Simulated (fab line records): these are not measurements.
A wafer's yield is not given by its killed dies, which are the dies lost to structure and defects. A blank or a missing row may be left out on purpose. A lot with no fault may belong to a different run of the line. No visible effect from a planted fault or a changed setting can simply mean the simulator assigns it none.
Check of tool commonality | flow gf180mcu | 11 lots and 33 wafers in the sample

## REASON FOR OPENING
GF_CONTACT_RS_MEAS_25, reading CONTACT_W_RS: flagged on 3 of 11 lots. No-fault wafers: 0.381 ohm/sq, standard deviation 0.0037.
Rule: flag the lot when none of its wafers has a number, or when each of its wafers that has one lies beyond 4 standard deviations from that mean. The other lots count as sound.

lot  | measured     | on           | CONTACT_W_RS (ohm/sq), wafer by wafer | flag
L560 | day 16 10:39 | filmMetro-01 | 0.384 0.381 0.384                     | 
L568 | day 19 16:42 | filmMetro-03 | 0.389 0.382 0.382                     | 
L570 | day 20 09:49 | filmMetro-01 | 0.384 0.385 0.386                     | 
L571 | day 20 14:30 | filmMetro-03 | 0.379 0.378 0.381                     | 
L572 | day 21 00:23 | filmMetro-01 | 0.327 0.328 0.327                     | FLAGGED
L573 | day 21 05:11 | filmMetro-03 | 0.377 0.380 0.379                     | 
L574 | day 21 12:52 | filmMetro-03 | 0.321 0.321 0.323                     | FLAGGED
L575 | day 21 21:11 | filmMetro-01 | 0.322 0.325 0.326                     | FLAGGED
L578 | day 23 02:25 | filmMetro-03 | 0.380 0.380 0.380                     | 
L580 | day 23 16:41 | filmMetro-02 | 0.379 0.382 0.377                     | 
L582 | day 24 10:12 | filmMetro-03 | 0.381 0.377 0.379                     | 
The numbers of the flagged lots are 0.324 ohm/sq on average: -0.057 ohm/sq against the usual, or -15 standard deviations.

## TOOL THAT RAN EACH LOT
The record holds 4 process steps before the reading, out of a route of 602 steps. Each cell gives the tool, then ch followed by the chambers the sampled wafers passed through, then the start.
lot  | flag    | GF_SALICIDE_SPUTTER_03      | GF_CONTACT_ETCH_16                | GF_CONTACT_SPUTTER_23       | GF_CONTACT_CVD_24
L560 |         | pvdSputter-03, day 15 11:20 | rieDiel-03 ch 0,1,2, day 16 09:59 | pvdSputter-03, day 16 10:31 | cvdW-02 ch 0,1, day 16 10:33
L568 |         | pvdSputter-03, day 18 14:25 | rieDiel-03 ch 0,1,2, day 19 15:59 | pvdSputter-02, day 19 16:30 | cvdW-01 ch 0,1, day 19 16:34
L570 |         | pvdSputter-03, day 19 07:26 | rieDiel-03 ch 0,2,3, day 20 09:08 | pvdSputter-01, day 20 09:40 | cvdW-01 ch 0,1, day 20 09:43
L571 |         | pvdSputter-03, day 19 12:17 | rieDiel-03 ch 2,3, day 20 13:47   | pvdSputter-01, day 20 14:18 | cvdW-01 ch 0,1, day 20 14:22
L572 | FLAGGED | pvdSputter-01, day 19 22:21 | rieDiel-02 ch 0,1,3, day 20 23:44 | pvdSputter-03, day 21 00:15 | cvdW-01 ch 0,1, day 21 00:17
L573 |         | pvdSputter-04, day 20 03:23 | rieDiel-02 ch 1,2,3, day 21 04:32 | pvdSputter-03, day 21 05:03 | cvdW-02 ch 0,1, day 21 05:05
L574 | FLAGGED | pvdSputter-04, day 20 11:31 | rieDiel-02 ch 1,2,3, day 21 12:12 | pvdSputter-02, day 21 12:43 | cvdW-01 ch 0,1, day 21 12:46
L575 | FLAGGED | pvdSputter-04, day 20 19:43 | rieDiel-03 ch 2,3, day 21 20:27   | pvdSputter-02, day 21 20:59 | cvdW-01 ch 0,1, day 21 21:04
L578 |         | pvdSputter-01, day 22 01:37 | rieDiel-02 ch 0,3, day 23 01:45   | pvdSputter-03, day 23 02:17 | cvdW-02 ch 0,1, day 23 02:19
L580 |         | pvdSputter-01, day 22 15:40 | rieDiel-02 ch 0,1,3, day 23 16:02 | pvdSputter-03, day 23 16:34 | cvdW-02 ch 0,1, day 23 16:35
L582 |         | pvdSputter-04, day 23 09:35 | rieDiel-02 ch 0,1,2, day 24 09:26 | pvdSputter-02, day 24 10:04 | cvdW-02 ch 0,1, day 24 10:06
What is done by these steps:
- GF_SALICIDE_SPUTTER_03: material TiN, target thk 20 nm, time 16.7 s.
- GF_CONTACT_ETCH_16: etches BARC in N2/H2.
- GF_CONTACT_SPUTTER_23: material TiN, target thk 10 nm, time 40 s.
- GF_CONTACT_CVD_24: deposits W, target thk 300 nm, time 90.339 s.
- GF_CONTACT_RS_MEAS_25: measures by four-point-probe.

## FLAGGED AGAINST TOTAL, ONE TOOL AT A TIME (gauges that did the reading follow at the end)
step                   | tool          | lots run | flagged | share of the flagged lots | sound lots run after its first flagged lot
GF_SALICIDE_SPUTTER_03 | pvdSputter-01 | 3        | 1       | some                      | 2 (L578,L580)
GF_SALICIDE_SPUTTER_03 | pvdSputter-03 | 4        | 0       | none                      | -
GF_SALICIDE_SPUTTER_03 | pvdSputter-04 | 4        | 2       | some                      | 1 (L582)
GF_CONTACT_ETCH_16     | rieDiel-02    | 6        | 2       | some                      | 4 (L573,L578,L580,L582)
GF_CONTACT_ETCH_16     | rieDiel-03    | 5        | 1       | some                      | 0
GF_CONTACT_SPUTTER_23  | pvdSputter-01 | 2        | 0       | none                      | -
GF_CONTACT_SPUTTER_23  | pvdSputter-02 | 4        | 2       | some                      | 1 (L582)
GF_CONTACT_SPUTTER_23  | pvdSputter-03 | 5        | 1       | some                      | 3 (L573,L578,L580)
GF_CONTACT_CVD_24      | cvdW-01       | 6        | 3       | all                       | 0
GF_CONTACT_CVD_24      | cvdW-02       | 5        | 0       | none                      | -
GF_CONTACT_RS_MEAS_25  | filmMetro-01  | 4        | 2       | some                      | 0
GF_CONTACT_RS_MEAS_25  | filmMetro-02  | 1        | 0       | none                      | -
GF_CONTACT_RS_MEAS_25  | filmMetro-03  | 6        | 1       | some                      | 2 (L578,L582)

## WHAT THE TABLE ALLOWS
In the table, 1 row covers all flagged lots: cvdW-01 at GF_CONTACT_CVD_24.
- cvdW-01 at GF_CONTACT_CVD_24: 3 of its 6 lots flagged. Its last sound lot is L571 (day 20 14:22), its first flagged lot L572 (day 21 00:17): a fault that began between those two fits.
cvdW-01 at GF_CONTACT_CVD_24 is the single tool remaining.

## WHAT THE SIMULATOR PUT IN
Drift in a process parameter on cvdW-01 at GF_CONTACT_CVD_24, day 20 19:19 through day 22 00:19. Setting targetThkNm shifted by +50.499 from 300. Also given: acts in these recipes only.
Lots struck among those shown: L572, L574, L575. The rule above reached the same finding.
